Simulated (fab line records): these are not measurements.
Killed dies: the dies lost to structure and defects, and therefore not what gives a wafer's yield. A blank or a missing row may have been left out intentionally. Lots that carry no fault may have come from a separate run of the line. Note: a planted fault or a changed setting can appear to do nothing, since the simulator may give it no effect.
fab line records | flow sky130
record: lots: 6 wafers: 18 lastDay: 49
route steps=708 shown LDD_N@237 PAD_OPEN@708
lots that met no fault: taken from a fault-free run of the same line
startH: hours from the record's opening day to when the first of the lot's shown wafers began | waitH: hours from the lot's prior step to this one | " the same as in the row above | L1.1+2: several wafers, shown together as one row | - either no value or no given start | * or withheld: withheld | < > ~ a bound
route shown NAME@n: names a module that has steps shown in the file, with the first one's number in the route | usual: mean/standard deviation taken from wafers without a fault | same: alike in all rows | chamber/n: place in a boat | sites: the reading at each site | _std_site: standard deviation across them | _edge_site: inner sites' mean taken away from outer sites' mean | radiusMm: how far each site lies from the wafer's centre | mask NAME#n: copy n | behind: the last tool/chamber to shape the wafer | hold: reason for holding the lot/hours on hold/outcome of the hold | device: the n, p or np transistor that did not switch | end of line: tests run on the same wafers once the route is complete | step lacking rows: just its recipe | killed: the dies lost at the first sort to structure and to defects; this is not the yield of the wafer | map: shows each die of a wafer: x if killed, . if not, _ if none is there
set.NAME: setting as actually run; set.NAME@STEP: the setting as run at that earlier step | model.NAME: the simulator's own value behind a step, which no gauge read
lots at some steps of the route; a table a step, a row a wafer
services: a tool's chamber out of use, with start hour (startH, from the record's first day; less than 0 if before it), hours out, and reason
== steps ==
step: SKY_LDD_N_DEHYDRATE_00
recipe: tempC: 200 timeS: 60
step: SKY_LDD_N_HMDS_01
recipe: primeTimeS: 60 primeTempC: 120
step: SKY_LDD_N_COAT_02
recipe: resist: NOVOLAK spinRpm: 3000 resistThkNm: 300
step: SKY_LDD_N_SOFTBAKE_03
recipe: tempC: 90 timeS: 60 resist: NOVOLAK
step: SKY_LDD_N_EXPOSE_04
recipe: maskId: NTM targetCdNm: 840 na: 0.6 sourceShape: conventional sigmaOuter: 0.6 doseMj: 110
step: SKY_LDD_N_PEB_05
recipe: tempC: withheld timeS: * resist: NOVOLAK
step: SKY_LDD_N_DEVELOP_06
recipe: developTimeS: 60 devTempC: 23
step: SKY_LDD_N_OVL_MEAS_07
usual: LDD_N_OVL: -0.4/1.5
columns lot.wafer tool chamber startH waitH LDD_N_OVL[nm]
L995.3 overlay-02 - 425.05 0.1 0.0
L995.4 " - " " -1.1
L995.6 " - " " -0.9
L100.2 overlay-01 - 476.31 0.1 1.1
L100.4 " - " " 1.2
L100.6 " - " " 0.0
L102.1 overlay-02 - 486.00 0.1 -1.1
L102.3 " - " " -2.5
L102.5 " - " " 0.1
L104.2 overlay-02 - 502.00 0.1 2.9
L104.4 " - " " 0.2
L104.6 " - " " -0.2
L107.2 overlay-01 - 531.25 0.1 -1.2
L107.4 " - " " 0.3
L107.5 " - " " -2.3
L110.2 overlay-02 - 555.55 0.1 -2.2
L110.3 " - " " 0.1
L110.6 " - " " -2.0
step: SKY_LDD_N_IMPLANT_08
recipe: species: As energyKev: 20 doseCm2: 7.5e+13 tiltDeg: withheld rotationDeg: 23
step: SKY_LDD_N_IMPLANT_09
recipe: species: As energyKev: 20 doseCm2: 7.5e+13 tiltDeg: withheld rotationDeg: 113
step: SKY_LDD_N_IMPLANT_10
recipe: species: As energyKev: 20 doseCm2: 7.5e+13 tiltDeg: withheld rotationDeg: 203
step: SKY_LDD_N_IMPLANT_11
recipe: species: As energyKev: 20 doseCm2: 7.5e+13 tiltDeg: withheld rotationDeg: 293
step: SKY_LDD_N_IMPLANT_12
recipe: species: BF2 energyKev: 50 doseCm2: 5e+12 tiltDeg: 30 rotationDeg: 0
usual: beamOnS: 10.03/0.2 doseIonsCm2: 4.999e+12/4.6e+09 rotationDeg: 0.001/0.02
columns lot.wafer tool chamber startH waitH beamOnS doseIonsCm2 rotationDeg
L995.3 implanter-03 0 425.73 0.1 9.98 4.994e+12 -0.016
L995.4 " 0 " " 10.22 4.991e+12 0.003
L995.6 " 0 " " 10.11 4.996e+12 0.011
L100.2 implanter-02 0 476.96 0.1 9.83 4.994e+12 -0.036
L100.4 " 0 " " 9.85 5.001e+12 -0.021
L100.6 " 0 " " 9.95 5.005e+12 -0.030
L102.1 implanter-03 0 486.64 0.1 9.75 5e+12 63.357
L102.3 " 0 " " 10.01 4.996e+12 63.376
L102.5 " 0 " " 10.29 4.997e+12 63.389
L104.2 implanter-03 0 502.65 0.1 10.02 5.004e+12 63.371
L104.4 " 0 " " 10.21 5.001e+12 63.403
L104.6 " 0 " " 10.16 5.005e+12 63.416
L107.2 implanter-02 0 531.90 0.1 9.95 5.003e+12 -0.020
L107.4 " 0 " " 10.03 4.991e+12 0.005
L107.5 " 0 " " 10.22 4.998e+12 0.043
L110.2 implanter-03 0 556.20 0.1 9.90 4.993e+12 -0.017
L110.3 " 0 " " 10.11 4.999e+12 -0.033
L110.6 " 0 " " 10.05 5e+12 0.004
step: SKY_LDD_N_IMPLANT_13
recipe: species: BF2 energyKev: 50 doseCm2: 5e+12 tiltDeg: 30 rotationDeg: 90
step: SKY_PAD_OPEN_PROBE_99
usual: killed_at_M0_to_M3: 43/6.8 killed_at_M4_up: 3.3/2.1 killedAtContacts: 24/5 killedAtFrontEnd: 15/4.4 killedAtOther: 0.3/0.57 killedDies: 86/9.7 killedOpen: 47/7.3 killedShort: 39/6.1
same: grossDies: 492 killedAtBackSide: 0
columns lot.wafer tool chamber startH waitH killed_at_M0_to_M3 killed_at_M4_up killedAtContacts killedAtFrontEnd killedAtOther killedDies killedOpen killedShort model.etest.nfet_01v8_lvt.vtSatV model.etest.nfet_01v8.vtSatV model.etest.sramNfetPass.vtSatV model.etest.nfet_01v8_lvt.vtV model.etest.nfet_01v8.vtV model.etest.nfet_01v8_swapped.vtV
L995.3 prober-02 - 1093.77 0.2 41 8 17 15 1 82 37 45 0.543 0.6472 0.5566 0.6115 0.6981 0.6987
L995.4 prober-02 - 1093.82 0.2 40 4 25 16 0 85 45 39 0.5295 0.6418 0.5644 0.6012 0.6935 0.6933
L995.6 prober-02 - 1093.92 0.2 35 3 24 18 0 80 41 39 0.5429 0.6562 0.6012 0.6096 0.7021 0.7019
L100.2 prober-01 - 1128.82 0.1 43 4 18 12 0 77 35 41 0.5461 0.6536 0.5914 0.6215 0.7088 0.7091
L100.4 prober-01 - 1128.92 0.2 42 2 18 18 0 80 42 37 0.5347 0.6544 0.5628 0.6124 0.7077 0.7076
L100.6 prober-01 - 1129.02 0.2 39 1 21 7 0 68 43 25 0.5308 0.6481 0.5666 0.6127 0.7062 0.7061
L102.1 prober-01 - 1133.55 0.1 48 2 24 19 0 93 48 45 0.4888 0.6082 0.5281 0.5879 0.6757 0.6769
L102.3 prober-01 - 1133.65 0.2 43 4 21 16 0 84 46 38 0.4877 0.6056 0.5009 0.5913 0.6775 0.6788
L102.5 prober-01 - 1133.75 0.2 41 2 28 18 1 90 50 40 0.4855 0.6046 0.5664 0.5902 0.6789 0.6806
L104.2 prober-01 - 1143.43 0.1 45 7 23 8 0 83 39 42 0.5098 0.6354 0.5388 0.6053 0.7034 0.7039
L104.4 prober-01 - 1143.53 0.2 48 6 22 8 0 84 40 44 0.4989 0.6244 0.5693 0.603 0.6952 0.6969
L104.6 prober-01 - 1143.63 0.2 46 6 23 14 0 89 46 43 0.5123 0.6332 0.5646 0.6069 0.7008 0.702
L107.2 prober-02 - 1157.37 0.1 46 3 29 20 0 98 51 45 0.5334 0.6439 0.5472 0.611 0.6973 0.6979
L107.4 prober-02 - 1157.47 0.2 38 5 34 16 0 93 55 37 0.5414 0.6499 0.5793 0.6156 0.7019 0.7024
L107.5 prober-02 - 1157.52 0.2 39 1 29 13 0 82 46 36 0.5407 0.655 0.5385 0.6159 0.7084 0.7085
L110.2 prober-01 - 1175.68 0.1 31 4 24 14 0 73 46 27 0.5432 0.6486 0.5704 0.614 0.7009 0.7006
L110.3 prober-01 - 1175.73 0.2 41 4 19 25 0 89 47 41 0.5368 0.6476 0.568 0.6107 0.7001 0.7001
L110.6 prober-01 - 1175.88 0.2 48 3 22 16 0 89 48 41 0.5454 0.6539 0.5762 0.6202 0.7085 0.7084
killed by level:class
L995.3 CONTACT:geometricParticle:short=9 VIA1:geometricParticle:open=9 FIELD_ISO:geometricParticle:open=6 METAL4:geometricParticle:short=6 METAL3:geometricParticle:short=6 VIA3:geometricParticle:open=6 POLY_GATE:geometricParticle:short=4 CONTACT:geometricParticle:open=4
L995.4 CONTACT:geometricParticle:open=8 VIA1:geometricParticle:open=8 VIA3:geometricParticle:open=8 LI_CONTACT:geometricParticle:open=6 CONTACT:geometricParticle:short=5 METAL1:geometricParticle:short=5 VIA1:geometricParticle:short=5 POLY_GATE:geometricParticle:short=4
L995.6 CONTACT:geometricParticle:open=9 VIA1:geometricParticle:short=7 VIA1:geometricParticle:open=7 FIELD_ISO:geometricParticle:open=6 VIA2:geometricParticle:open=6 LI_CONTACT:geometricParticle:open=5 CONTACT:geometricParticle:short=5 POLY_GATE:geometricParticle:short=4
L100.2 CONTACT:geometricParticle:open=6 METAL2:geometricParticle:short=6 VIA2:geometricParticle:short=6 VIA3:geometricParticle:open=5 METAL1:geometricParticle:short=5 FIELD_ISO:geometricParticle:open=4 LI_CONTACT:geometricParticle:short=4 LOCAL_INTERCONNECT:geometricParticle:short=4
L100.4 LI_CONTACT:geometricParticle:open=7 VIA1:geometricParticle:open=7 VIA2:geometricParticle:open=7 POLY_GATE:geometricParticle:short=6 VIA3:geometricParticle:open=6 VIA2:geometricParticle:short=6 POLY_GATE:geometricParticle:open=5 METAL1:geometricParticle:short=5
L100.6 CONTACT:geometricParticle:open=11 VIA3:geometricParticle:open=9 VIA2:geometricParticle:open=7 VIA1:geometricParticle:open=6 LOCAL_INTERCONNECT:geometricParticle:short=4 METAL2:geometricParticle:short=4 FIELD_ISO:geometricParticle:open=3 VIA2:geometricParticle:short=3
L102.1 VIA1:geometricParticle:open=11 VIA3:geometricParticle:open=9 POLY_GATE:geometricParticle:short=6 VIA2:geometricParticle:short=6 CONTACT:geometricParticle:open=6 VIA2:geometricParticle:open=6 LI_CONTACT:geometricParticle:short=5 LI_CONTACT:geometricParticle:open=5
L102.3 CONTACT:geometricParticle:open=9 VIA1:geometricParticle:open=9 VIA2:geometricParticle:open=8 VIA3:geometricParticle:open=7 LI_CONTACT:geometricParticle:open=6 POLY_GATE:geometricParticle:short=5 POLY_GATE:geometricParticle:open=5 VIA1:geometricParticle:short=4
L102.5 CONTACT:geometricParticle:open=10 VIA2:geometricParticle:open=8 LI_CONTACT:geometricParticle:open=7 VIA1:geometricParticle:open=6 FIELD_ISO:geometricParticle:open=5 METAL2:geometricParticle:short=5 METAL1:geometricParticle:short=5 CONTACT:geometricParticle:short=5
L104.2 LI_CONTACT:geometricParticle:open=9 CONTACT:geometricParticle:short=9 VIA1:geometricParticle:open=8 METAL2:geometricParticle:short=7 VIA1:geometricParticle:short=6 VIA3:geometricParticle:open=6 VIA2:geometricParticle:open=5 METAL1:geometricParticle:short=4
L104.4 CONTACT:geometricParticle:open=9 VIA1:geometricParticle:open=8 VIA2:geometricParticle:open=8 VIA1:geometricParticle:short=7 METAL2:geometricParticle:short=6 LI_CONTACT:geometricParticle:open=5 METAL4:geometricParticle:short=5 CONTACT:geometricParticle:short=4
L104.6 VIA1:geometricParticle:open=9 LI_CONTACT:geometricParticle:open=7 CONTACT:geometricParticle:open=7 FIELD_ISO:geometricParticle:open=6 METAL4:geometricParticle:short=6 VIA1:geometricParticle:short=5 METAL2:geometricParticle:short=5 METAL3:geometricParticle:short=5
L107.2 CONTACT:geometricParticle:open=11 VIA1:geometricParticle:short=10 VIA1:geometricParticle:open=8 LI_CONTACT:geometricParticle:open=8 VIA2:geometricParticle:open=7 FIELD_ISO:geometricParticle:open=6 CONTACT:geometricParticle:short=5 FIELD_ISO:geometricParticle:short=4
L107.4 LI_CONTACT:geometricParticle:open=11 VIA1:geometricParticle:open=11 CONTACT:geometricParticle:open=10 VIA1:geometricParticle:short=6 VIA3:geometricParticle:open=6 POLY_GATE:geometricParticle:open=5 METAL2:geometricParticle:short=5 VIA2:geometricParticle:open=5
L107.5 VIA1:geometricParticle:open=12 CONTACT:geometricParticle:short=8 LI_CONTACT:geometricParticle:open=6 CONTACT:geometricParticle:open=6 VIA1:geometricParticle:short=6 FIELD_ISO:geometricParticle:short=4 LOCAL_INTERCONNECT:geometricParticle:open=4 VIA2:geometricParticle:open=4
L110.2 VIA1:geometricParticle:open=9 LI_CONTACT:geometricParticle:open=9 CONTACT:geometricParticle:open=8 METAL1:geometricParticle:short=5 VIA2:geometricParticle:open=5 POLY_GATE:geometricParticle:open=4 POLY_GATE:geometricParticle:short=4 LOCAL_INTERCONNECT:geometricParticle:short=4
L110.3 VIA1:geometricParticle:open=10 POLY_GATE:geometricParticle:open=6 LOCAL_INTERCONNECT:geometricParticle:short=6 VIA2:geometricParticle:open=6 VIA3:geometricParticle:open=6 METAL2:geometricParticle:short=5 POLY_GATE:geometricParticle:short=4 CONTACT:geometricParticle:short=4
L110.6 VIA1:geometricParticle:open=12 LI_CONTACT:geometricParticle:open=9 VIA2:geometricParticle:open=9 METAL2:geometricParticle:short=7 METAL1:geometricParticle:short=5 VIA3:geometricParticle:open=5 LOCAL_INTERCONNECT:geometricParticle:short=4 CONTACT:geometricParticle:open=4
== services ==
columns tool chamber startH hours kind
implanter-03 - 414.65 2.5 repair
implanter-02 - 417.20 6.1 repair
implanter-03 - 459.59 5.9 repair
== key ==
firstSign: step: SKY_LDD_N_IMPLANT_12 reading: rotationDeg direction: up sigmas: 99+ usual: 0.001 struck: 63.385
effect none on later readings
modelEffect: step: SKY_PAD_OPEN_PROBE_99 value: etest.nfet_01v8_lvt.vtSatV without: 0.5374 struck: 0.4972
metAt SKY_LDD_N_IMPLANT_12
struckWafers L102.1,L102.3,L102.5,L104.2,L104.4,L104.6
testerLeftOut L102,L104
onsetBetween 425.73 486.64
fault: kind: processParameterDrift tool: implanter-03 chamber: - onsetH: 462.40 steps: SKY_LDD_N_IMPLANT_12 channel: rotationDeg offset: 63.367 shape: step endH: 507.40 actsIn: theseRecipesOnly stated: 0
testerLeftOut: of these lots the tester's yield and bins aren't shown, on N5 and GAA mostly nor the transistor test; their killed dies are dies lost to structure and defects alone, not to doping, threshold or leakage, so they don't give the yield
